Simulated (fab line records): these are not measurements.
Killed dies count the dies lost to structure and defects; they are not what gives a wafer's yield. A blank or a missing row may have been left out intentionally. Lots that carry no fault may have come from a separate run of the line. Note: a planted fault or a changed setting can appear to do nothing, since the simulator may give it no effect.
Problem report in the 8D (eight disciplines) form, filled by code + flow gf180mcu + the parts of the form that need people (team, actions taken, sign-off) are left out

== 1. THE ISSUE ==
At GF_STI_WET_ETCH_28, run length s averages 47.3 s over 9 wafers from 3 lots, while fault-free wafers read 67.7 s, standard deviation 2.9. Measured from the usual mean, that is -7.0 standard deviations.
The step: etches SiO2 in dHF, target depth 20 nm, time 40 s.
Seen first at day 4 18:26 on wet bench-01, wafer L572.2. The record holds 21 wafers of 7 lots with a number at this step. By rule, "out" or "out of limits" means more than 4 standard deviations away from the usual mean. The rest of the wafers with a number are treated as sound.

== 2. WHAT IT IS, WHAT IT ISN'T ==
| question                    | is                     | is not                                                                   |
|-----------------------------|------------------------|--------------------------------------------------------------------------|
| which readings at this step | run length s           | -                                                                        |
| which lots                  | L572, L574, L575       | L563, L564, L573, L583                                                   |
| which wafers of those lots  | all that have a number | -                                                                        |
| read on which tools         | wet bench-01           | wet bench-02, wet bench-04                                               |
| when                        | from day 4 18:26       | up to then (6 sound wafers); but 6 sound wafers of L573, L583 came after |

== 3. WHAT RULES OUT EACH SUSPECT ==
Counting: a tool stays on the suspect list if, at a process step up to the reading, it processed all lots that are out and no sound lot following the first of them.
- cmp-01 at GF_STI_CMP_25 (polishes, stops on Si3N4, t overpolish 33 s, target thk 524.6 nm): ruled out as a lasting fault. After its first lot that is out, L572 (day 4 17:31), sound lots L583 ran on it.
- wet bench-01 at GF_STI_WET_ETCH_28 (etches SiO2 in dHF, target depth 20 nm, time 40 s): kept. All lots that are out passed through it, beginning with L572 at day 4 18:26, and no sound lot followed; its final sound lot before that point was L564 at day 3 02:49. Out on those wafers are its own readings of run length s.
The count leaves wet bench-01 at GF_STI_WET_ETCH_28.

== 4. THE CAUSE (what the simulator had put in) ==
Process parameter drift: wet bench-01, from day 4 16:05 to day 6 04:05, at GF_STI_WET_ETCH_28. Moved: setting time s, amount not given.
Counting left only this tool.

== 5. THE EFFECT CHAIN, in route order ==
One row per reading whose mean, taken over the struck wafers that have a number, lies over 3 standard deviations from the usual. Scope: only readings with a usual standard deviation given in the record; hours: median across lots of the time from each lot's start at the first step in this table that gives one to its start at this step; sigmas: change in usual standard deviations.
| hours | step               | reading      | usual  | on struck wafers | change | sigmas |
|-------|--------------------|--------------|--------|------------------|--------|--------|
| 0     | GF_STI_WET_ETCH_28 | run length s | 67.7 s | 47.3             | -20.4  | -7.0   |
Here are the process steps it includes:
- GF_STI_WET_ETCH_28: etches SiO2 in dHF, target depth 20 nm, time 40 s.
Later steps that measure or inspect, where all struck wafers having a row at the step show a number for every such reading and not one has moved that far: GF_STI_THK_MEAS_30, GF_DNWELL_TW_MEAS_09, GF_NWELL_OVL_MEAS_07, GF_NWELL_TW_MEAS_11.

== 6. HOW IT WOULD HAVE BEEN CAUGHT EARLIER ==
In this record the first reading out of limits was taken at day 4 18:26, 2 hours after the fault began at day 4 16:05.
